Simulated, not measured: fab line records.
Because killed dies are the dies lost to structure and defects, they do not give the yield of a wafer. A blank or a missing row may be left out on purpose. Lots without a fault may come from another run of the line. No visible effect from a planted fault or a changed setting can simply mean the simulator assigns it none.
fab line records + flow gf180mcu
record
- lots=11
- wafers=33
- last-day=34
route steps=602 shown M4@460 MIM@508
lots untouched by any fault: they come from a run of this same line in which no faults occurred
start-h: the number of hours between the record's first day and the start of the first shown wafer of the lot + wait-h: hours from the lot's prior step to this one + " repeats the value in the row above + L1.1+2: one row covering several wafers at once + - no value present, or no start provided + * or withheld: withheld + < > ~ a bound
route shown NAME@n: names a module that has steps shown in the file, with the first one's number in the route + usual: mean and standard deviation over wafers with no fault + same: alike in all rows + chamber/n: place in a boat + sites: the reading at each site + _std_site: the values' standard deviation + _edge_site: mean of outer sites minus mean of inner sites + radius-mm: how far each site lies from the wafer's centre + mask NAME#n: copy n + behind: tool/chamber where the wafer was last shaped + hold: reason for holding the lot/hours on hold/outcome of the hold + device: the transistor (n, p or np) that didn't switch + end of line: tests of these same wafers at the route's end + step lacking rows: just its recipe + killed: dies lost to structure and defects at the first sort, not the wafer's yield + map: a wafer's dies, x killed, . not, _ none there
set.NAME: the run value of the setting; set.NAME@STEP: its run value at that earlier step + model.NAME: the simulator's own value behind a step, which no gauge read
steps of the route over a sample of lots; a table a step, a row a wafer
services: from which hour (start-h, from the record's first day; less than 0 if before it) a tool's chamber was out of use, for how many hours, and why
## steps
# step GF_M4_SPUTTER_04
# recipe
- material=TiN
- target-thk-nm=50
- power-w=6500
- time-s=41.7
- chamber-pressure-pa=0.4
# usual
- throttle-valve-pct=29.6/1.1
| lot.wafer | tool           | chamber | start-h | wait-h | throttle-valve-pct |
|-----------|----------------|---------|---------|--------|--------------------|
| L140.1    | pvd-sputter-04 | -       | 508.26  | 0.0    | 29.0               |
| L140.2    | "              | -       | "       | "      | 28.2               |
| L140.4    | "              | -       | "       | "      | 29.3               |
| L143.1    | pvd-sputter-01 | -       | 537.77  | 0.0    | 29.1               |
| L143.3    | "              | -       | "       | "      | 30.6               |
| L143.5    | "              | -       | "       | "      | 30.8               |
| L146.3    | pvd-sputter-01 | -       | 564.69  | 0.0    | 31.0               |
| L146.4    | "              | -       | "       | "      | 30.6               |
| L146.5    | "              | -       | "       | "      | 29.1               |
| L148.2    | pvd-sputter-02 | -       | 581.67  | 0.0    | 30.0               |
| L148.4    | "              | -       | "       | "      | 28.2               |
| L148.5    | "              | -       | "       | "      | 31.2               |
| L149.3    | pvd-sputter-02 | -       | 593.26  | 0.0    | 31.5               |
| L149.5    | "              | -       | "       | "      | 31.3               |
| L149.6    | "              | -       | "       | "      | 30.0               |
| L150.1    | pvd-sputter-02 | -       | 611.23  | 0.0    | 30.2               |
| L150.3    | "              | -       | "       | "      | 29.7               |
| L150.5    | "              | -       | "       | "      | 31.4               |
| L153.1    | pvd-sputter-01 | -       | 622.61  | 0.0    | 29.2               |
| L153.2    | "              | -       | "       | "      | 29.3               |
| L153.4    | "              | -       | "       | "      | 31.0               |
| L157.2    | pvd-sputter-04 | -       | 657.75  | 0.0    | 30.9               |
| L157.5    | "              | -       | "       | "      | 29.3               |
| L157.6    | "              | -       | "       | "      | 28.1               |
| L161.4    | pvd-sputter-02 | -       | 679.70  | 0.0    | 31.5               |
| L161.5    | "              | -       | "       | "      | 31.2               |
| L161.6    | "              | -       | "       | "      | 28.5               |
| L162.2    | pvd-sputter-04 | -       | 687.99  | 0.0    | 27.8               |
| L162.3    | "              | -       | "       | "      | 29.4               |
| L162.6    | "              | -       | "       | "      | 28.1               |
| L163.1    | pvd-sputter-01 | -       | 695.21  | 0.0    | 30.8               |
| L163.2    | "              | -       | "       | "      | 29.2               |
| L163.5    | "              | -       | "       | "      | 29.2               |
# step GF_M4_METAL_ETCH_16
# recipe
- chemistry=Cl2/BCl3
- mask-material=KrF
- target-depth-nm=627.5
- stop-on=SiO2
- pressure-mtorr=8
- icp-w=800
- bias-w=140
- Cl2_flow_sccm=80
- bcl3-flow-sccm=40
- time-s=104.6
# usual
- drypump-motor-current-A=5.8/0.53
- he-backside-leak-sccm=3.25/0.17
- oes-product-au=0.971/0.0059
- throttle-valve-pct=28.250/0.0099
| lot.wafer | tool         | chamber | start-h | wait-h | drypump-motor-current-A | he-backside-leak-sccm | oes-product-au | rf-hours-counter-h | throttle-valve-pct |
|-----------|--------------|---------|---------|--------|-------------------------|-----------------------|----------------|--------------------|--------------------|
| L140.1    | rie-metal-02 | 0       | 531.82  | 0.0    | 6.2                     | 3.14                  | 0.969          | 1                  | 28.259             |
| L140.2    | "            | 1       | "       | "      | 5.3                     | 3.60                  | 0.975          | 7                  | 28.237             |
| L140.4    | "            | 0       | "       | "      | 6.2                     | 3.12                  | 0.984          | -                  | 28.264             |
| L143.1    | rie-metal-04 | 1       | 559.85  | 0.0    | 5.1                     | 3.25                  | 0.969          | 2                  | 28.250             |
| L143.3    | "            | 0       | "       | "      | 6.4                     | 3.27                  | 0.958          | -                  | 28.250             |
| L143.5    | "            | 1       | "       | "      | 5.1                     | 3.32                  | 0.966          | -                  | 28.270             |
| L146.3    | rie-metal-04 | 0       | 585.79  | 0.1    | 6.4                     | 3.61                  | 0.977          | -                  | 28.232             |
| L146.4    | "            | 1       | "       | "      | 5.1                     | 3.13                  | 0.964          | -                  | 28.252             |
| L146.5    | "            | 0       | "       | "      | 6.4                     | 3.40                  | 0.979          | -                  | 28.239             |
| L148.2    | rie-metal-04 | 1       | 602.52  | 0.0    | 5.1                     | 3.24                  | 0.967          | 3                  | 28.259             |
| L148.4    | "            | 1       | "       | "      | 5.1                     | 3.13                  | 0.975          | -                  | 28.251             |
| L148.5    | "            | 0       | "       | "      | 6.4                     | 3.26                  | 0.970          | -                  | 28.234             |
| L149.3    | rie-metal-04 | 1       | 614.89  | 0.1    | 5.1                     | 3.21                  | 0.970          | -                  | 28.240             |
| L149.5    | "            | 0       | "       | "      | 6.4                     | 3.35                  | 0.968          | -                  | 28.259             |
| L149.6    | "            | 1       | "       | "      | 5.1                     | 3.36                  | 0.977          | -                  | 28.243             |
| L150.1    | rie-metal-02 | 0       | 631.41  | 0.0    | 6.2                     | 3.26                  | 0.972          | 3                  | 28.252             |
| L150.3    | "            | 0       | "       | "      | 6.2                     | 3.28                  | 0.974          | -                  | 28.253             |
| L150.5    | "            | 0       | "       | "      | 6.2                     | 3.19                  | 0.971          | -                  | 28.229             |
| L153.1    | rie-metal-04 | 0       | 642.70  | 0.0    | 6.4                     | 3.13                  | 0.974          | 13                 | 28.263             |
| L153.2    | "            | 1       | "       | "      | 5.1                     | 3.17                  | 0.973          | 5                  | 28.247             |
| L153.4    | "            | 0       | "       | "      | 6.4                     | 3.24                  | 0.957          | -                  | 28.258             |
| L157.2    | rie-metal-04 | 0       | 676.75  | 0.1    | 6.4                     | 3.29                  | 0.970          | -                  | 28.247             |
| L157.5    | "            | 0       | "       | "      | 6.4                     | 3.31                  | 0.961          | -                  | 28.270             |
| L157.6    | "            | 0       | "       | "      | 6.4                     | 3.30                  | 0.983          | -                  | 28.251             |
| L161.4    | rie-metal-04 | 0       | 699.10  | 0.0    | 6.4                     | 3.20                  | 0.970          | -                  | 28.266             |
| L161.5    | "            | 1       | "       | "      | 5.0                     | 3.27                  | 0.977          | -                  | 28.253             |
| L161.6    | "            | 0       | "       | "      | 6.4                     | 3.20                  | 0.983          | -                  | 28.247             |
| L162.2    | rie-metal-04 | 0       | 706.30  | 0.0    | 6.4                     | 3.37                  | 0.977          | 0                  | 28.233             |
| L162.3    | "            | 1       | "       | "      | 5.1                     | 3.26                  | 0.976          | -                  | 28.255             |
| L162.6    | "            | 0       | "       | "      | 6.4                     | 3.41                  | 0.976          | -                  | 28.235             |
| L163.1    | rie-metal-02 | 1       | 713.22  | 0.0    | 5.2                     | 3.39                  | 0.962          | 12                 | 28.258             |
| L163.2    | "            | 0       | "       | "      | 6.2                     | 3.21                  | 0.969          | 6                  | 28.246             |
| L163.5    | "            | 0       | "       | "      | 6.2                     | 3.27                  | 0.972          | -                  | 28.249             |
# step GF_M4_STRIP_17
# recipe
- chemistry=O2/N2
- power-w=1400
- pressure-mtorr=1500
- platen-temp-c=250
- o2-flow-sccm=3000
- n2-flow-sccm=300
- overash-fraction=0.5
# usual
- drypump-motor-current-A=5.9/0.58
- heater-power-w=330/32
- n2-flow-sccm=300.0/0.9
- oes-product-au=0.558/0.0048
- strip-time-to-endpoint-s=7.87/0.038
| lot.wafer | tool            | chamber | start-h | wait-h | drypump-motor-current-A | heater-power-w | n2-flow-sccm | oes-product-au | rf-hours-counter-h | strip-time-to-endpoint-s |
|-----------|-----------------|---------|---------|--------|-------------------------|----------------|--------------|----------------|--------------------|--------------------------|
| L140.1    | plasma-asher-03 | 0       | 531.93  | 0.1    | 6.6                     | 347            | 299.9        | 0.559          | 11                 | 7.81                     |
| L140.2    | "               | 1       | "       | "      | 5.2                     | 314            | 301.5        | 0.564          | 11                 | 7.85                     |
| L140.4    | "               | 1       | "       | "      | 5.2                     | 324            | 299.0        | 0.551          | -                  | 7.84                     |
| L143.1    | plasma-asher-01 | 0       | 559.97  | 0.1    | 5.4                     | 283            | 301.3        | 0.561          | 82                 | 7.95                     |
| L143.3    | "               | 0       | "       | "      | 5.4                     | 278            | 300.5        | 0.561          | -                  | 7.86                     |
| L143.5    | "               | 0       | "       | "      | 5.4                     | 284            | 300.1        | 0.559          | -                  | 7.89                     |
| L146.3    | plasma-asher-04 | 1       | 585.90  | 0.1    | 6.3                     | 339            | 302.0        | 0.547          | -                  | 7.84                     |
| L146.4    | "               | 0       | "       | "      | 5.3                     | 364            | 300.2        | 0.551          | -                  | 7.89                     |
| L146.5    | "               | 0       | "       | "      | 5.3                     | 367            | 300.9        | 0.562          | -                  | 7.83                     |
| L148.2    | plasma-asher-04 | 1       | 602.63  | 0.1    | 6.3                     | 338            | 301.1        | 0.554          | 89                 | 7.86                     |
| L148.4    | "               | 0       | "       | "      | 5.3                     | 358            | 300.3        | 0.552          | -                  | 7.82                     |
| L148.5    | "               | 0       | "       | "      | 5.3                     | 365            | 300.4        | 0.555          | -                  | 7.78                     |
| L149.3    | plasma-asher-03 | 1       | 615.00  | 0.1    | 5.2                     | 321            | 299.7        | 0.558          | -                  | 7.90                     |
| L149.5    | "               | 1       | "       | "      | 5.2                     | 319            | 299.7        | 0.548          | -                  | 7.83                     |
| L149.6    | "               | 0       | "       | "      | 6.7                     | 362            | 300.4        | 0.549          | -                  | 7.86                     |
| L150.1    | plasma-asher-01 | 0       | 631.53  | 0.1    | 5.4                     | 285            | 299.7        | 0.556          | 90                 | 7.86                     |
| L150.3    | "               | 1       | "       | "      | 6.4                     | 280            | 301.9        | 0.554          | -                  | 7.87                     |
| L150.5    | "               | 1       | "       | "      | 6.4                     | 285            | 300.7        | 0.551          | -                  | 7.84                     |
| L153.1    | plasma-asher-04 | 1       | 642.81  | 0.1    | 6.4                     | 348            | 299.7        | 0.561          | 93                 | 7.84                     |
| L153.2    | "               | 0       | "       | "      | 5.3                     | 362            | 299.5        | 0.556          | 93                 | 7.88                     |
| L153.4    | "               | 0       | "       | "      | 5.3                     | 363            | 297.8        | 0.553          | -                  | 7.82                     |
| L157.2    | plasma-asher-04 | 1       | 676.94  | 0.1    | 6.3                     | 343            | 299.2        | 0.559          | 95                 | 7.85                     |
| L157.5    | "               | 0       | "       | "      | 5.3                     | 365            | 298.7        | 0.559          | -                  | 7.82                     |
| L157.6    | "               | 1       | "       | "      | 6.3                     | 343            | 300.4        | 0.554          | -                  | 7.78                     |
| L161.4    | plasma-asher-03 | 1       | 699.21  | 0.1    | 5.2                     | 314            | 300.2        | 0.560          | -                  | 7.85                     |
| L161.5    | "               | 0       | "       | "      | 6.7                     | 353            | 299.8        | 0.562          | -                  | 7.92                     |
| L161.6    | "               | 1       | "       | "      | 5.2                     | 322            | 300.3        | 0.562          | -                  | 7.87                     |
| L162.2    | plasma-asher-04 | 1       | 706.41  | 0.1    | 6.3                     | 356            | 299.3        | 0.553          | 98                 | 7.84                     |
| L162.3    | "               | 1       | "       | "      | 6.4                     | 342            | 299.9        | 0.550          | -                  | 7.87                     |
| L162.6    | "               | 0       | "       | "      | 5.3                     | 359            | 300.9        | 0.559          | -                  | 7.82                     |
| L163.1    | plasma-asher-04 | 0       | 713.33  | 0.1    | 5.3                     | 361            | 299.1        | 0.553          | 99                 | 7.85                     |
| L163.2    | "               | 1       | "       | "      | 6.3                     | 349            | 300.3        | 0.555          | 99                 | 7.87                     |
| L163.5    | "               | 1       | "       | "      | 6.3                     | 338            | 299.1        | 0.558          | -                  | 7.89                     |
# step GF_MIM_CVD_05
# recipe
- material=Si3N4
- target-thk-nm=42
- temp-max-c=400
- temp-c=385
- time-s=29.086
- rf-w=450
# usual
- heater-power-w=637/99
- run-length-s=57.1/0.41
- susceptor-temp-C=385.03/0.22
| lot.wafer | tool     | chamber | start-h | wait-h | heater-power-w | run-length-s | susceptor-temp-C |
|-----------|----------|---------|---------|--------|----------------|--------------|------------------|
| L140.1    | pecvd-02 | 2       | 558.19  | 0.0    | 764            | 56.9         | 385.14           |
| L140.2    | "        | 0       | "       | "      | 541            | 56.5         | 385.26           |
| L140.4    | "        | 0       | "       | "      | 541            | 57.4         | 385.09           |
| L143.1    | pecvd-02 | 0       | 584.69  | 0.0    | 562            | 57.3         | 384.78           |
| L143.3    | "        | 1       | "       | "      | 700            | 56.4         | 385.48           |
| L143.5    | "        | 0       | "       | "      | 574            | 56.9         | 385.14           |
| L146.3    | pecvd-02 | 2       | 609.85  | 0.0    | 757            | 57.0         | 385.01           |
| L146.4    | "        | 1       | "       | "      | 658            | 56.5         | 384.95           |
| L146.5    | "        | 0       | "       | "      | 647            | 56.5         | 385.01           |
| L148.2    | pecvd-01 | 0       | 626.60  | 0.0    | 634            | 57.1         | 384.91           |
| L148.4    | "        | 1       | "       | "      | 606            | 56.8         | 385.18           |
| L148.5    | "        | 2       | "       | "      | 570            | 57.5         | 385.02           |
| L149.3    | pecvd-01 | 2       | 638.19  | 0.0    | 551            | 57.2         | 385.05           |
| L149.5    | "        | 0       | "       | "      | 663            | 57.3         | 385.09           |
| L149.6    | "        | 2       | "       | "      | 560            | 57.2         | 385.14           |
| L150.1    | pecvd-02 | 0       | 654.38  | 0.0    | 627            | 56.6         | 384.99           |
| L150.3    | "        | 2       | "       | "      | 792            | 57.0         | 385.22           |
| L150.5    | "        | 0       | "       | "      | 642            | 56.8         | 385.06           |
| L153.1    | pecvd-03 | 2       | 665.29  | 0.0    | 742            | 57.9         | 385.16           |
| L153.2    | "        | 0       | "       | "      | 603            | 56.5         | 384.87           |
| L153.4    | "        | 2       | "       | "      | 740            | 57.6         | 385.06           |
| L157.2    | pecvd-02 | 1       | 698.14  | 0.0    | 660            | 57.4         | 385.02           |
| L157.5    | "        | 0       | "       | "      | 564            | 62.7         | 384.96           |
| L157.6    | "        | 2       | "       | "      | 728            | 56.9         | 385.08           |
| L161.4    | pecvd-03 | 0       | 720.00  | 0.0    | 555            | 57.1         | 384.72           |
| L161.5    | "        | 1       | "       | "      | 536            | 57.3         | 385.08           |
| L161.6    | "        | 2       | "       | "      | 805            | 57.3         | 385.05           |
| L162.2    | pecvd-03 | 2       | 727.28  | 0.0    | 737            | 57.3         | 385.02           |
| L162.3    | "        | 1       | "       | "      | 473            | 57.2         | 384.87           |
| L162.6    | "        | 2       | "       | "      | 755            | 57.4         | 385.01           |
| L163.1    | pecvd-01 | 0       | 734.09  | 0.0    | 763            | 57.4         | 385.17           |
| L163.2    | "        | 2       | "       | "      | 577            | 57.2         | 385.13           |
| L163.5    | "        | 0       | "       | "      | 777            | 57.4         | 384.92           |
# step GF_MIM_THK_MEAS_06
# recipe
- reads=Si3N4_of_MIM_CVD_05
# usual
- MIM_CVD_05_THK=42.0/0.49
| lot.wafer | tool          | chamber | start-h | wait-h | hold                     | MIM_CVD_05_THK[nm] |
|-----------|---------------|---------|---------|--------|--------------------------|--------------------|
| L140.1    | film-metro-04 | -       | 558.22  | 0.0    | -                        | 41.5               |
| L140.2    | "             | -       | "       | "      | -                        | 41.6               |
| L140.4    | "             | -       | "       | "      | -                        | 42.5               |
| L143.1    | film-metro-04 | -       | 584.72  | 0.0    | -                        | 42.5               |
| L143.3    | "             | -       | "       | "      | -                        | 42.5               |
| L143.5    | "             | -       | "       | "      | -                        | 42.5               |
| L146.3    | film-metro-02 | -       | 609.90  | 0.0    | -                        | 41.2               |
| L146.4    | "             | -       | "       | "      | -                        | 42.1               |
| L146.5    | "             | -       | "       | "      | -                        | 42.1               |
| L148.2    | film-metro-04 | -       | 626.64  | 0.0    | -                        | 41.8               |
| L148.4    | "             | -       | "       | "      | -                        | 42.2               |
| L148.5    | "             | -       | "       | "      | -                        | 42.5               |
| L149.3    | film-metro-03 | -       | 638.24  | 0.0    | -                        | 41.4               |
| L149.5    | "             | -       | "       | "      | -                        | 41.7               |
| L149.6    | "             | -       | "       | "      | -                        | 42.0               |
| L150.1    | film-metro-04 | -       | 654.43  | 0.0    | -                        | 41.9               |
| L150.3    | "             | -       | "       | "      | -                        | 42.1               |
| L150.5    | "             | -       | "       | "      | -                        | 42.3               |
| L153.1    | film-metro-04 | -       | 665.32  | 0.0    | -                        | 41.4               |
| L153.2    | "             | -       | "       | "      | -                        | 41.8               |
| L153.4    | "             | -       | "       | "      | -                        | 42.4               |
| L157.2    | film-metro-02 | -       | 698.18  | 0.0    | await-dispo/0.2h/release | 41.4               |
| L157.5    | "             | -       | "       | "      | await-dispo/0.2h/release | 50.6               |
| L157.6    | "             | -       | "       | "      | await-dispo/0.2h/release | 42.4               |
| L157.2    | film-metro-02 | -       | 698.50  | 0.3    | -                        | 41.5               |
| L157.5    | "             | -       | "       | "      | -                        | 50.6               |
| L157.6    | "             | -       | "       | "      | -                        | 42.3               |
| L161.4    | film-metro-04 | -       | 720.05  | 0.0    | -                        | 42.5               |
| L161.5    | "             | -       | "       | "      | -                        | 43.0               |
| L161.6    | "             | -       | "       | "      | -                        | 42.4               |
| L162.2    | film-metro-03 | -       | 727.32  | 0.0    | -                        | 42.2               |
| L162.3    | "             | -       | "       | "      | -                        | 41.9               |
| L162.6    | "             | -       | "       | "      | -                        | 42.5               |
| L163.1    | film-metro-04 | -       | 734.14  | 0.0    | -                        | 41.3               |
| L163.2    | "             | -       | "       | "      | -                        | 41.6               |
| L163.5    | "             | -       | "       | "      | -                        | 41.8               |
## services
| tool            | chamber | start-h | hours | kind   |
|-----------------|---------|---------|-------|--------|
| rie-metal-04    | -       | 499.10  | 1.2   | repair |
| plasma-asher-04 | -       | 505.04  | 38.0  | pm     |
| pecvd-02        | 0       | 534.96  | 5.5   | repair |
| pecvd-03        | -       | 554.93  | 14.6  | pm     |
| pecvd-01        | -       | 561.57  | 6.0   | pm     |
| pecvd-03        | -       | 569.53  | 2.8   | pm     |
| rie-metal-02    | -       | 569.62  | 0.4   | repair |
| pvd-sputter-01  | -       | 571.38  | 22.5  | repair |
| pecvd-03        | 1       | 574.98  | 11.4  | repair |
| pecvd-01        | -       | 591.12  | 14.0  | pm     |
| pecvd-02        | -       | 594.07  | 0.2   | repair |
| pvd-sputter-02  | -       | 620.63  | 1.9   | repair |
| plasma-asher-04 | -       | 632.76  | 4.3   | repair |
| plasma-asher-04 | -       | 649.08  | 15.5  | repair |
| pecvd-02        | 1       | 651.23  | 9.8   | repair |
| plasma-asher-03 | -       | 653.94  | 0.3   | repair |
| rie-metal-04    | 1       | 662.39  | 16.7  | repair |
| rie-metal-04    | -       | 665.39  | 1.1   | repair |
| plasma-asher-04 | -       | 665.54  | 2.8   | pm     |
| pecvd-01        | 0       | 668.09  | 3.6   | repair |
| rie-metal-04    | -       | 676.23  | 0.2   | repair |
| pvd-sputter-01  | -       | 701.40  | 2.1   | repair |
| pecvd-01        | 1       | 704.69  | 3.6   | repair |
| plasma-asher-04 | -       | 733.75  | 9.0   | pm     |
## key
first-sign
- step=GF_MIM_CVD_05
- reading=run-length-s
- direction=up
- sigmas=14
- usual=*
- struck=*
effect
- step=GF_MIM_THK_MEAS_06
- reading=visit
- direction=added
effect
- step=GF_MIM_THK_MEAS_06
- reading=MIM_CVD_05_THK
- direction=up
- sigmas=18
- usual=42.0
- struck=50.6
met-at GF_MIM_CVD_05
struck-lots L157
struck-wafers L157.5
not-acting-at GF_M4_SPUTTER_04,GF_M4_METAL_ETCH_16,GF_M4_STRIP_17
onset-between 654.38 698.14
fault
- kind=process-parameter-drift
- tool=pecvd-02
- chamber=0
- onset-h=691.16
- steps=GF_MIM_CVD_05
- channel=time-s
- offset=*
- shape=step
- end-h=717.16
- acts-in=*
- stated=*
